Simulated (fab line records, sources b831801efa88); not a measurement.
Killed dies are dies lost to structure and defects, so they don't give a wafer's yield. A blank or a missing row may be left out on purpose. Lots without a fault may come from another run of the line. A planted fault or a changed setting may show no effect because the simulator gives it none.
fab line records | flow gf180mcu | part 2 of 2: steps 30 to 40 of 40
record lots=5 wafers=15 last_day=34
route steps=602 shown MVSD@67 MVPSD@78 VT_IMPLANT@90
lots that met no fault: from a run of the same line without faults
start_h: hours from the record's first day to the start of the lot's first wafer shown | wait_h: hours since the lot's step before | " the same as in the row above | L1.1+2: a row that stands for several wafers | - no value, or no start given | * or withheld: withheld | < > ~ a bound
route shown NAME@n: a module of which the file shows steps, and the number in the route of the first | usual: mean/standard deviation of fault-free wafers | same: alike in all rows | chamber/n: place in a boat | sites: the reading at each site | _std_site: their standard deviation | _edge_site: outer sites' mean less inner sites' | radius_mm: how far each site lies from the wafer's centre | mask NAME#n: copy n | behind: the tool/chamber that last shaped the wafer | hold: why the lot was held/for how many hours/how that ended | device: the transistor (n, p or np) that didn't switch | end of line: the same wafers' tests at the end of the route | a step without rows: its recipe alone | killed: dies lost to structure and defects at the first sort, not the wafer's yield | map: a wafer's dies, x killed, . not, _ none there
set.NAME: the setting as run; set.NAME@STEP: as run at that earlier step | model.NAME: the simulator's own value behind a step, which no gauge read
lots at some steps of the route; a table a step, a row a wafer
services: from which hour (start_h, from the record's first day; less than 0 if before it) a tool's chamber was out of use, for how many hours, and why
## steps
# step GF_VT_IMPLANT_DEVELOP_06
# recipe develop_time_s=60 dev_temp_c=23
# usual developer_temp_C=22.99/0.11
# columns lot.wafer tool chamber start_h wait_h developer_temp_C
L077.2 litho_track-04 0 127.07 0.1 22.97
L077.5 " 0 " " 22.93
L077.6 " 0 " " 22.78
L083.1 litho_track-04 0 167.34 0.1 22.91
L083.4 " 0 " " 22.95
L083.6 " 0 " " 23.00
L084.2 litho_track-01 0 178.88 0.1 22.90
L084.4 " 0 " " 22.92
L084.6 " 0 " " 22.94
L094.1 litho_track-03 0 232.40 0.1 23.20
L094.5 " 0 " " 22.98
L094.6 " 0 " " 23.11
L095.1 litho_track-01 0 248.41 0.1 22.98
L095.3 " 0 " " 22.93
L095.5 " 0 " " 23.09
# step GF_VT_IMPLANT_OVL_MEAS_07
# usual VT_IMPLANT_OVL=0.4/1.4
# columns lot.wafer tool chamber start_h wait_h VT_IMPLANT_OVL[nm]
L077.2 overlay-01 - 127.20 0.1 0.0
L077.5 " - " " -2.1
L077.6 " - " " 0.1
L083.1 overlay-01 - 167.49 0.1 0.6
L083.4 " - " " 0.8
L083.6 " - " " 1.9
L084.2 overlay-02 - 179.01 0.1 1.1
L084.4 " - " " 0.7
L084.6 " - " " 2.5
L094.1 overlay-02 - 232.55 0.1 -1.3
L094.5 " - " " -2.7
L094.6 " - " " -1.1
L095.1 overlay-01 - 248.56 0.1 -2.2
L095.3 " - " " -1.0
L095.5 " - " " -0.3
# step GF_VT_IMPLANT_IMPLANT_08
# recipe species=BF2 energy_kev=20 dose_cm2=8.29e+12 tilt_deg=7
# usual end_station_pressure_torr=5.06e-06/2.6e-07
# columns lot.wafer tool chamber start_h wait_h end_station_pressure_torr
L077.2 implanter-01 0 127.25 0.0 5.25e-06
L077.5 " 0 " " 4.98e-06
L077.6 " 0 " " 5.15e-06
L083.1 implanter-01 0 167.53 0.0 4.97e-06
L083.4 " 0 " " 5.33e-06
L083.6 " 0 " " 5.25e-06
L084.2 implanter-01 0 179.07 0.0 4.98e-06
L084.4 " 0 " " 4.74e-06
L084.6 " 0 " " 5.33e-06
L094.1 implanter-04 0 232.58 0.0 4.99e-06
L094.5 " 0 " " 5.43e-06
L094.6 " 0 " " 5.26e-06
L095.1 implanter-04 0 248.59 0.0 4.83e-06
L095.3 " 0 " " 4.63e-06
L095.5 " 0 " " 4.93e-06
# step GF_VT_IMPLANT_STRIP_09
# recipe chemistry=O2/N2 power_w=1400 pressure_mtorr=1500 platen_temp_c=250 o2_flow_sccm=3000 n2_flow_sccm=300 overash_fraction=0.5
# usual drypump_motor_current_A=5.7/0.54 heater_power_w=331/28 oes_product_au=0.716/0.0041 platen_temp_c=250.01/0.19 strip_time_to_endpoint_s=12.63/0.039
# columns lot.wafer tool chamber start_h wait_h drypump_motor_current_A heater_power_w oes_product_au platen_temp_c rf_hours_counter_h strip_time_to_endpoint_s
L077.2 plasma_asher-03 1 127.38 0.1 6.4 352 0.724 250.20 55 12.61
L077.5 " 0 " " 5.5 286 0.711 249.91 - 12.57
L077.6 " 1 " " 6.4 346 0.717 250.05 - 12.57
L083.1 plasma_asher-01 0 167.68 0.1 4.7 367 0.717 249.72 38 12.67
L083.4 " 0 " " 4.7 367 0.718 249.86 - 12.62
L083.6 " 0 " " 4.7 362 0.719 249.99 - 12.63
L084.2 plasma_asher-01 1 179.19 0.1 6.0 327 0.712 249.94 39 12.69
L084.4 " 0 " " 4.8 359 0.720 250.08 - 12.67
L084.6 " 1 " " 6.0 322 0.709 249.90 - 12.65
L094.1 plasma_asher-02 0 232.73 0.1 5.4 347 0.714 250.03 12 12.62
L094.5 " 1 " " 5.7 354 0.718 249.54 - 12.64
L094.6 " 0 " " 5.3 336 0.713 249.87 - 12.58
L095.1 plasma_asher-01 0 248.74 0.1 4.7 370 0.715 249.93 46 12.62
L095.3 " 1 " " 6.0 311 0.712 249.77 - 12.60
L095.5 " 0 " " 4.7 359 0.715 249.91 - 12.60
# step GF_VT_IMPLANT_TW_MEAS_10
# usual VT_IMPLANT_TW=565.7/2.9
# columns lot.wafer tool chamber start_h wait_h VT_IMPLANT_TW
L077.2 film_metro-04 - 127.49 0.1 562.5
L077.5 " - " " 560.5
L077.6 " - " " 564.4
L083.1 film_metro-03 - 167.78 0.1 573.3
L083.4 " - " " 572.3
L083.6 " - " " 568.6
L084.2 film_metro-04 - 179.30 0.1 566.5
L084.4 " - " " 567.1
L084.6 " - " " 566.8
L094.1 film_metro-02 - 232.83 0.1 565.8
L094.5 " - " " 565.2
L094.6 " - " " 567.5
L095.1 film_metro-03 - 248.84 0.1 567.5
L095.3 " - " " 565.5
L095.5 " - " " 568.6
# step GF_VT_IMPLANT_DEHYDRATE_11
# recipe temp_c=200 time_s=60
# usual heater_power_total_W=160.35/0.12
# columns lot.wafer tool chamber start_h wait_h heater_power_total_W
L077.2 litho_track-03 0 134.02 6.5 160.37
L077.5 " 0 " " 160.51
L077.6 " 0 " " 160.29
L083.1 litho_track-03 0 175.35 7.6 160.26
L083.4 " 0 " " 160.30
L083.6 " 0 " " 160.36
L084.2 litho_track-01 0 187.28 8.0 160.48
L084.4 " 0 " " 160.48
L084.6 " 0 " " 160.26
L094.1 litho_track-03 0 241.55 8.7 160.35
L094.5 " 0 " " 160.31
L094.6 " 0 " " 160.30
L095.1 litho_track-01 0 257.81 9.0 160.55
L095.3 " 0 " " 160.53
L095.5 " 0 " " 160.35
# step GF_VT_IMPLANT_HMDS_12
# recipe prime_time_s=60 prime_temp_c=120
# columns lot.wafer tool chamber start_h wait_h
L077.2+5+6 litho_track-03 0 134.17 0.1
L083.1+4+6 litho_track-03 0 175.50 0.1
L084.2+4+6 litho_track-01 0 187.43 0.1
L094.1+5+6 litho_track-03 0 241.70 0.1
L095.1+3+5 litho_track-01 0 257.96 0.1
# step GF_VT_IMPLANT_COAT_13
# recipe resist=NOVOLAK spin_rpm=3000 resist_thk_nm=993.2
# columns lot.wafer tool chamber start_h wait_h
L077.2+5+6 litho_track-03 0 134.32 0.1
L083.1+4+6 litho_track-03 0 175.65 0.1
L084.2+4+6 litho_track-01 0 187.58 0.1
L094.1+5+6 litho_track-03 0 241.85 0.1
L095.1+3+5 litho_track-01 0 258.11 0.1
# step GF_VT_IMPLANT_SOFTBAKE_14
# recipe temp_c=90 time_s=60 resist=NOVOLAK
# usual heater_power_total_W=56.60/0.042
# columns lot.wafer tool chamber start_h wait_h heater_power_total_W
L077.2 litho_track-03 0 134.47 0.1 56.62
L077.5 " 0 " " 56.62
L077.6 " 0 " " 56.65
L083.1 litho_track-03 0 175.80 0.1 56.64
L083.4 " 0 " " 56.60
L083.6 " 0 " " 56.50
L084.2 litho_track-01 0 187.73 0.1 56.59
L084.4 " 0 " " 56.67
L084.6 " 0 " " 56.57
L094.1 litho_track-03 0 242.00 0.1 56.59
L094.5 " 0 " " 56.53
L094.6 " 0 " " 56.57
L095.1 litho_track-01 0 258.26 0.1 56.65
L095.3 " 0 " " 56.63
L095.5 " 0 " " 56.63
# step GF_VT_IMPLANT_EXPOSE_15
# recipe mask_id=Nwell_LV_AREA target_cd_nm=860 na=0.6 source_shape=conventional sigma_outer=0.6 dose_mj=140
# columns lot.wafer tool chamber start_h wait_h mask
L077.2+5+6 iline_stepper-01 0 - - Nwell_LV_AREA#0
L083.1+4+6 iline_stepper-02 0 - - Nwell_LV_AREA#0
L084.2+4+6 iline_stepper-01 0 - - Nwell_LV_AREA#0
L094.1+5+6 iline_stepper-02 0 - - Nwell_LV_AREA#0
L095.1+3+5 iline_stepper-01 0 - - Nwell_LV_AREA#0
# step GF_VT_IMPLANT_PEB_16
# recipe temp_c=withheld time_s=* resist=NOVOLAK
# columns lot.wafer tool chamber start_h wait_h
L077.2+5+6 litho_track-01 0 - -
L083.1+4+6 litho_track-01 0 - -
L084.2+4+6 litho_track-04 0 - -
L094.1+5+6 litho_track-01 0 - -
L095.1+3+5 litho_track-04 0 - -
## services
# columns tool chamber start_h hours kind
implanter-04 - 93.25 5.4 pm
plasma_asher-01 - 96.86 2.9 repair
plasma_asher-02 - 108.75 9.0 pm
plasma_asher-02 0 108.75 9.0 vent_cycle
plasma_asher-02 1 108.75 9.0 vent_cycle
plasma_asher-02 0 117.75 - clean
plasma_asher-02 1 117.75 - clean
implanter-04 - 136.06 1.4 repair
implanter-01 - 139.27 2.2 repair
iline_stepper-01 - 157.40 1.7 pm
implanter-03 - 163.48 2.7 repair
implanter-03 - 166.20 3.5 pm
implanter-02 - 170.59 11.1 pm
implanter-03 - 170.77 3.4 repair
implanter-03 - 176.58 19.7 pm
implanter-01 - 206.55 0.7 repair
iline_stepper-01 - 225.42 6.3 repair
iline_stepper-02 - 231.75 1.7 pm
implanter-01 - 240.17 3.3 repair
implanter-01 - 245.58 3.6 repair
plasma_asher-01 - 250.72 3.2 repair
